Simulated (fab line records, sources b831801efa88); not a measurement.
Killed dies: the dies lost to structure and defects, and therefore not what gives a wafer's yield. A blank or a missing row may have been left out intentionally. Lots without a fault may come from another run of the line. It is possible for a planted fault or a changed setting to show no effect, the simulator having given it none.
Which tool was responsible? || flow gf180mcu || 12 lots with 36 wafers sampled at 2 steps, on a route of 602 steps

## WHAT THE GAUGES SHOWED, per wafer
GF_V1_OVL_MEAS_15.
{"lot": "L075", "measured": "day 18 17:03", "on": "overlay-02", "V1_OVL (nm)": "-6 -7 3"}
{"lot": "L077", "measured": "day 19 04:24", "on": "overlay-01", "V1_OVL (nm)": "-3 1 -4"}
{"lot": "L079", "measured": "day 20 03:46", "on": "overlay-02", "V1_OVL (nm)": "2 4 0"}
{"lot": "L081", "measured": "day 20 19:04", "on": "overlay-02", "V1_OVL (nm)": "4 3 0"}
{"lot": "L083", "measured": "day 21 13:55", "on": "overlay-02", "V1_OVL (nm)": "16 5 7"}
{"lot": "L085", "measured": "day 22 03:11", "on": "overlay-01", "V1_OVL (nm)": "-3 -2 1"}
{"lot": "L087", "measured": "day 22 19:09", "on": "overlay-01", "V1_OVL (nm)": "-4 12 4"}
{"lot": "L089", "measured": "day 23 17:38", "on": "overlay-02", "V1_OVL (nm)": "2 1 3"}
{"lot": "L091", "measured": "day 24 05:06", "on": "overlay-02", "V1_OVL (nm)": "12 8 9"}
{"lot": "L093", "measured": "day 24 20:25", "on": "overlay-02", "V1_OVL (nm)": "0 3 1"}
{"lot": "L095", "measured": "day 25 12:42", "on": "overlay-02", "V1_OVL (nm)": "-2 -2 2"}
{"lot": "L097", "measured": "day 26 00:43", "on": "overlay-01", "V1_OVL (nm)": "-1 0 -3"}

## WHAT TOOL EACH LOT RAN ON (gives the tool, then ch and the chambers of the sampled wafers, and finally the start)
{"lot": "L075", "GF_CONTACT_STRIP_18": "plasma asher-01 ch 0,1, day 16 16:35"}
{"lot": "L077", "GF_CONTACT_STRIP_18": "plasma asher-01 ch 0,1, day 17 02:55"}
{"lot": "L079", "GF_CONTACT_STRIP_18": "plasma asher-01 ch 1, day 18 01:46"}
{"lot": "L081", "GF_CONTACT_STRIP_18": "plasma asher-01 ch 0,1, day 18 16:53"}
{"lot": "L083", "GF_CONTACT_STRIP_18": "plasma asher-02 ch 0,1, day 19 12:28"}
{"lot": "L085", "GF_CONTACT_STRIP_18": "plasma asher-01 ch 0,1, day 20 01:17"}
{"lot": "L087", "GF_CONTACT_STRIP_18": "plasma asher-01 ch 0,1, day 20 17:54"}
{"lot": "L089", "GF_CONTACT_STRIP_18": "plasma asher-02 ch 0,1, day 21 16:42"}
{"lot": "L091", "GF_CONTACT_STRIP_18": "plasma asher-01 ch 0,1, day 22 05:44"}
{"lot": "L093", "GF_CONTACT_STRIP_18": "plasma asher-01 ch 0, day 22 20:08"}
{"lot": "L095", "GF_CONTACT_STRIP_18": "plasma asher-01 ch 1, day 23 12:21"}
{"lot": "L097", "GF_CONTACT_STRIP_18": "plasma asher-03 ch 0,1, day 24 03:09"}
- GF_CONTACT_STRIP_18: strips in O2/N2.

## THE ANSWER, worked out from the rows above alone
Rule: the usual values come from the lots themselves. Put in order of their means at a reading, lots are off if they are a third of the lots or fewer, leave a main group of 4 or more, and stand apart from it by a gap of 3 or more times the standard deviation of the main group's means; of several such gaps the widest counts. Not used: any main group whose means are identical at the precision the tables above print for the reading. Also off: a lot with no number at a reading for which 4 or more lots have one. Any other lot the step has rows for is counted as sound.
None of the lots is off at any reading shown; this tells nothing.

## WHAT THE SIMULATOR HAD PUT IN
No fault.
